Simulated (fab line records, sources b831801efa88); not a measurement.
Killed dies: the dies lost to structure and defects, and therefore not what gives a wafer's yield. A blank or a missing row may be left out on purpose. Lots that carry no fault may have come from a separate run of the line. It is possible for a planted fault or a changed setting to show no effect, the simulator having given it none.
Problem report, 8D (eight disciplines) form, completed by code -- flow gf180mcu -- the parts of the form that need people (team, actions taken, sign-off) are left out

1. THE ISSUE
MVSD_TW at GF_MVSD_TW_MEAS_11 reads a mean of 30 on 3 wafers of 1 lot; wafers without a fault read 1578 with a standard deviation of 10. So: -99 or more standard deviations from the usual mean.
First seen on wafer L861.3, day 7 13:06, on film-metro-03. Wafers with a number at this step in the record: 39, from 13 lots. Rule for "out", or "out of limits": more than 4 standard deviations from the usual mean. All remaining wafers that have a number are taken as sound.

2. WHAT IT IS, AND WHAT IT ISN'T
question,is,is not
which readings at this step,MVSD_TW,-
which lots,L861,"L848, L849, L850, L851, L853, L863, L864, L865, L867, L869, L870, L871"
which wafers of those lots,all that have a number,-
read on which gauges,film-metro-03,"film-metro-02, film-metro-04"
when,from day 7 13:06,"up to then (15 sound wafers); but 21 sound wafers of L863, L864, L865, L867, L869, L870, L871 came after"

3. SUSPECTS, AND WHAT RULES EACH OUT
Counting: a tool at any process step up to the reading remains a suspect when it ran all the lots that are out and ran no sound lot after the first of those.
- the gauge at GF_MVSD_TW_MEAS_11: ruled out. All the wafers that are out were read on film-metro-03, but those of them that GF_LVPWELL_STRIP_10 has rows for are out there too, on other tools.
- plasma-asher-02 at GF_LVPWELL_STRIP_10 (strips in O2/N2): ruled out as a lasting fault. Sound lots L869, L870 ran on it after its first lot that is out, L861 (day 6 21:25).
- plasma-asher-03 at GF_MVSD_STRIP_10 (strips in O2/N2): ruled out as a lasting fault. Sound lots L864, L865, L869, L870 ran on it after its first lot that is out, L861 (day 7 13:01).
Left after counting: nothing in the record.

4. THE CAUSE (what the simulator had put in)
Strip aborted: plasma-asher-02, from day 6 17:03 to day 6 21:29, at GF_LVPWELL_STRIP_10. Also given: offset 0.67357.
It was ruled out by counting, in error; the rule expects a fault to strike all lots run on its tool from its start on, and this fault did not.

5. THE CHAIN OF EFFECTS, in route order
Each row: a reading where the mean over the struck wafers with a number is more than 3 standard deviations away from the usual. Only readings whose record carries a usual standard deviation are examined. hours: median over the lots of the time between each lot's start at the first step of this table that gives one and its start at this step. sigmas: the change, counted in usual standard deviations.
hours,step,reading,usual,on struck wafers,change,sigmas
0,GF_LVPWELL_STRIP_10,oes-product-au,0.722 a.u.,0.949,+0.227,+53
16,GF_MVSD_STRIP_10,strip-time-to-endpoint-s,36.99 s,55.75,+18.76,+99 or more
16,GF_MVSD_TW_MEAS_11,MVSD_TW,1578,30,-1548,-99 or more
It contains these process steps:
- GF_LVPWELL_STRIP_10: strips in O2/N2.
- GF_MVSD_STRIP_10: strips in O2/N2.
Readings that are blank on the struck wafers while sound wafers have them: strip-time-to-endpoint-s at GF_LVPWELL_STRIP_10.
Later steps that measure or inspect, where all struck wafers having a row at the step show a number for every such reading and not one has moved that far: GF_VT_IMPLANT_TW_MEAS_10.

6. WHAT WOULD HAVE CAUGHT IT SOONER
The first out-of-limits reading at a measuring or inspecting step in this record came at day 7 13:06, 20 hours after the fault's start at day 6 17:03.
Tool's own readings at GF_LVPWELL_STRIP_10, oes-product-au: out on all struck wafers the step has rows for; an alarm limit on them would have tripped on the first.
